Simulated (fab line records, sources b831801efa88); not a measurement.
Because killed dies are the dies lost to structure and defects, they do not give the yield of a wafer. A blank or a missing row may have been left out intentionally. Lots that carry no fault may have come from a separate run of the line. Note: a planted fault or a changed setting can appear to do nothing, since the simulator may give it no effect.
Matching of chambers | flow sky130 | SKY_LI_CONTACT_CMP_24 on cmp-01: 4 sister chambers
The step polishes, stops on PSG, t overpolish 20 s, target thk 0 nm. 4 wafers are shown with their chamber, then 9 later ones without.

== WAFERS, EACH WITH ITS CHAMBER ==
wafer  | chamber | motor_current_A (A)
L217.1 | 1       | 12.1
L219.4 | 2       | 10.8
L219.5 | 0       | 10.7
L219.6 | 3       | 9.8

== WAFERS WITH NO CHAMBER GIVEN ==
wafer  | motor_current_A (A)
L224.3 | 9.2
L224.5 | 12.2
L224.6 | 10.9
L227.2 | 12.5
L227.3 | 11.1
L227.6 | 9.6
L228.2 | 10.4
L228.4 | 10.4
L228.6 | 11.1

== WHICH CHAMBER EACH WENT THROUGH ==
wafer  | from the rows above          | in truth
L224.3 | 3                            | 3
L224.5 | 1                            | 1
L224.6 | can't be placed: 2 or 0      | 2
L227.2 | 1                            | 1
L227.3 | can't be placed: 2 or 0      | 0
L227.6 | 3                            | 3
L228.2 | can't be placed: 0 or 2 or 3 | 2
L228.4 | can't be placed: 0 or 2 or 3 | 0
L228.6 | can't be placed: 2 or 0      | 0
4 of 9 placed correctly. From these rows, 5 cannot be placed; in 5 the true chamber is one of the candidates. 0 placed wrongly.
How it was worked out, from the rows above alone: a wafer's distance from a chamber is the root of the sum, over the readings, of the square of ((its reading less the chamber's mean) divided by the reading's scatter). If the next closest chamber is less than 2 further off than the closest, the wafer can't be placed; otherwise it belongs to the closest. The mean given for a chamber averages the wafers shown for that chamber. The scatter (one wafer shown for each chamber): square how far every hidden wafer sits from the nearest shown wafer, average those squares and take the square root.
